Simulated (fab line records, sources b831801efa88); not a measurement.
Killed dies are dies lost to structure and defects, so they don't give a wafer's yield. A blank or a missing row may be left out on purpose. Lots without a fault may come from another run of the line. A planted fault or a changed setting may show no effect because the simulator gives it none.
Which tool did it? | flow gf180mcu | 14 lots, 39 wafers sampled, at 5 steps of a route of 602

WHAT THE GAUGES READ, wafer by wafer
GF_PSD_RS_MEAS_14: measures by four-point-probe. Usual: NSD_RS 46.17 ohm/sq, standard deviation 0.097.
lot  | measured     | on            | NSD_RS (ohm/sq)   | flag
L297 | day 14 16:50 | film_metro-01 | 46.08 46.10 46.08 |
L296 | day 14 19:44 | film_metro-04 | 46.18 46.21 46.11 |
L294 | day 14 21:56 | film_metro-03 | 46.31 46.36 46.29 |
L298 | day 15 01:41 | film_metro-03 | 46.16 46.22 46.14 |
L299 | day 15 01:56 | film_metro-01 | 46.12 46.16 45.99 |
L300 | day 15 12:28 | film_metro-01 | 46.00 45.94 45.95 |
L303 | day 16 13:46 | film_metro-03 | 46.17 46.21 46.15 |
L304 | day 16 17:52 | film_metro-03 | 46.33 46.21 46.23 |
L306 | day 17 11:38 | film_metro-04 | 46.12 46.20 46.24 |
L307 | day 17 22:05 | film_metro-03 | 46.28 46.24 46.26 |
L308 | day 18 03:11 | film_metro-03 | 46.23 46.12 46.13 |
L309 | day 18 23:41 | film_metro-03 | 49.33 49.31       | OFF
L310 | day 19 03:35 | film_metro-03 | 46.29 49.29       | OFF
L312 | day 20 01:44 | film_metro-04 | 46.19 49.35       | OFF

GF_PSD_RS_MEAS_15: measures by four-point-probe. Usual: PSD_RS 108.66 ohm/sq, standard deviation 0.29.
lot  | measured     | on            | PSD_RS (ohm/sq)      | flag
L297 | day 14 16:58 | film_metro-01 | 108.35 108.08 108.26 |
L296 | day 14 19:51 | film_metro-04 | 108.86 108.61 108.86 |
L294 | day 14 22:04 | film_metro-03 | 109.16 109.19 109.39 |
L298 | day 15 01:48 | film_metro-03 | 108.54 108.56 108.32 |
L299 | day 15 02:03 | film_metro-01 | 108.59 108.62 107.90 |
L300 | day 15 12:35 | film_metro-01 | 108.45 108.52 108.54 |
L303 | day 16 13:53 | film_metro-03 | 108.69 108.76 108.49 |
L304 | day 16 17:59 | film_metro-03 | 109.08 108.98 109.02 |
L306 | day 17 11:46 | film_metro-04 | 108.52 108.56 108.61 |
L307 | day 17 22:13 | film_metro-03 | 108.55 108.86 108.70 |
L308 | day 18 03:18 | film_metro-03 | 108.78 108.72 108.96 |
L309 | day 18 23:48 | film_metro-03 | 117.91 117.58        | OFF
L310 | day 19 03:42 | film_metro-03 | 109.18 117.35        | OFF
L312 | day 20 01:51 | film_metro-04 | 109.07 117.53        | OFF

GF_SAB_CD_MEAS_09: target cd 420 nm. Usual: cd_nm 421.0 nm, standard deviation 1.6.
lot  | measured     | on        | cd_nm (nm)        | flag
L297 | day 15 14:35 | cd_sem-01 | 420.7 422.1 419.9 |
L296 | day 15 17:16 | cd_sem-02 | 422.7 421.8 422.6 |
L294 | day 15 20:14 | cd_sem-01 | 419.4 421.6 421.6 |
L298 | day 15 23:35 | cd_sem-02 | 422.3 422.6 422.5 |
L299 | day 16 00:23 | cd_sem-01 | 418.6 418.2 418.7 |
L300 | day 16 11:25 | cd_sem-02 | 421.2 421.0 421.7 |
L303 | day 17 13:59 | cd_sem-02 | 421.1 420.1 421.0 |
L304 | day 17 18:37 | cd_sem-02 | 421.0 423.0 423.0 |
L306 | day 18 12:26 | cd_sem-01 | 422.3 423.1 425.3 |
L307 | day 18 23:53 | cd_sem-02 | 424.2 423.7 424.6 |
L308 | day 19 04:01 | cd_sem-02 | 419.7 420.8 420.3 |
L309 | day 20 01:11 | cd_sem-01 | 422.6 423.3       |
L310 | day 20 04:47 | cd_sem-02 | 419.9 418.9       |
L312 | day 21 00:20 | cd_sem-01 | 421.6 420.1       |

GF_SAB_OVL_MEAS_10. Usual: SAB_OVL 0.4 nm, standard deviation 1.2.
lot  | measured     | on         | SAB_OVL (nm)   | flag
L297 | day 15 14:42 | overlay-01 | 2.0 -0.1 -0.5  |
L296 | day 15 17:22 | overlay-02 | 0.5 -0.7 -0.7  |
L294 | day 15 20:21 | overlay-01 | 2.2 3.4 2.2    |
L298 | day 15 23:42 | overlay-01 | 0.2 -1.2 -1.1  |
L299 | day 16 00:28 | overlay-02 | -1.7 -1.5 -0.6 |
L300 | day 16 11:31 | overlay-02 | -1.3 1.7 0.0   |
L303 | day 17 14:07 | overlay-01 | 0.2 -2.1 0.5   |
L304 | day 17 18:43 | overlay-01 | 0.1 -3.2 -1.0  |
L306 | day 18 12:31 | overlay-01 | -0.1 0.3 -0.8  |
L307 | day 19 00:00 | overlay-01 | 0.5 1.0 1.6    |
L308 | day 19 04:07 | overlay-01 | 0.7 1.1 -1.3   |
L309 | day 20 01:16 | overlay-01 | -0.8 -0.2      |
L310 | day 20 04:54 | overlay-02 | 1.5 0.2        |
L312 | day 21 00:28 | overlay-02 | 1.5 0.8        |

WHICH TOOL RAN EACH LOT (tool, then ch and the chambers of the sampled wafers, then the start)
lot  | GF_PSD_RTA_13
L297 | rtp_anneal-02 ch 0, day 14 16:46
L296 | rtp_anneal-02 ch 0, day 14 19:37
L294 | rtp_anneal-01 ch 0, day 14 21:52
L298 | rtp_anneal-01 ch 0, day 15 01:36
L299 | rtp_anneal-02 ch 0, day 15 01:50
L300 | rtp_anneal-01 ch 0, day 15 12:23
L303 | rtp_anneal-01 ch 0, day 16 13:41
L304 | rtp_anneal-02 ch 0, day 16 17:47
L306 | rtp_anneal-01 ch 0, day 17 11:32
L307 | rtp_anneal-02 ch 0, day 17 22:00
L308 | rtp_anneal-01 ch 0, day 18 03:05
L309 | rtp_anneal-01 ch 0, day 18 23:35
L310 | rtp_anneal-01 ch 0, day 19 03:29
L312 | rtp_anneal-01 ch 0, day 20 01:39
- GF_PSD_RTA_13: time 20 s.

WHAT THE TOOLS THEMSELVES READ (means of the sampled wafers that have a number; where no wafer has one, the mark that the record gives instead)
GF_PSD_RTA_13. Usual: lamp_power_pct 35.1 %, standard deviation 0.53; run_length_s 49.19 s, standard deviation 0.2; wafer_temp_C_max 1028.6, standard deviation 0.72.
lot  | tool          | lamp_power_pct (%) | run_length_s (s) | wafer_temp_C_max | flag
L297 | rtp_anneal-02 | 34.6               | 48.93            | 1028.9           |
L296 | rtp_anneal-02 | 34.6               | 49.03            | 1028.9           |
L294 | rtp_anneal-01 | 35.6               | 49.43            | 1029.1           |
L298 | rtp_anneal-01 | 35.6               | 49.16            | 1028.1           |
L299 | rtp_anneal-02 | 34.5               | 49.01            | 1028.4           |
L300 | rtp_anneal-01 | 35.6               | 49.29            | 1029.3           |
L303 | rtp_anneal-01 | 35.6               | 49.35            | 1029.1           |
L304 | rtp_anneal-02 | 34.6               | 49.15            | 1028.0           |
L306 | rtp_anneal-01 | 35.6               | 49.28            | 1028.5           |
L307 | rtp_anneal-02 | 34.5               | 49.05            | 1029.0           |
L308 | rtp_anneal-01 | 35.7               | 49.19            | 1028.4           |
L309 | rtp_anneal-01 | 35.4               | 39.06            | 1027.8           | OFF
L310 | rtp_anneal-01 | 35.5               | 44.23            | 1027.7           | OFF
L312 | rtp_anneal-01 | 35.5               | 44.11            | 1028.7           | OFF

THE ANSWER, worked out from the rows above alone
Rule: a lot is off if the mean of its wafers that have a number lies more than 3 standard deviations from the usual mean. A lot without any number at a reading at which 4 lots or more have one is off too. The other lots that the step has rows for count as sound. The gauges are gone through in route order, then the tools' own readings, and for those a lot's mean is taken as printed above. The first step at which some lot is off is used, and at that step the reading that is off furthest; a lot without a number counts as furthest.
Off: L309, L310, L312, at GF_PSD_RS_MEAS_14 (NSD_RS).
A tool fits if, at a process step before that reading, it ran every lot that is off, and no sound lot after the first of them. The gauges at GF_PSD_RS_MEAS_14 aren't tried: what is off there is off at GF_PSD_RTA_13 too, on other tools, and a gauge's error can't cause that. One fits: rtp_anneal-01 at GF_PSD_RTA_13. Its last sound lot is L308 (day 18 03:05), its first lot that is off L309 (day 18 23:35): a fault that began between those two fits.
The tool's own readings at GF_PSD_RTA_13 bear it out: on the lots that are off they differ by more than 5 times the standard deviation of the sound lots' means. run_length_s reads 42.47 s there against 49.17 s on the sound lots.

WHAT THE SIMULATOR HAD PUT IN
Process parameter drift: rtp_anneal-01, from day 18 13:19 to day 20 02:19, at GF_PSD_RTA_13. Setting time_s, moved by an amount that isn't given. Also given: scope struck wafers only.
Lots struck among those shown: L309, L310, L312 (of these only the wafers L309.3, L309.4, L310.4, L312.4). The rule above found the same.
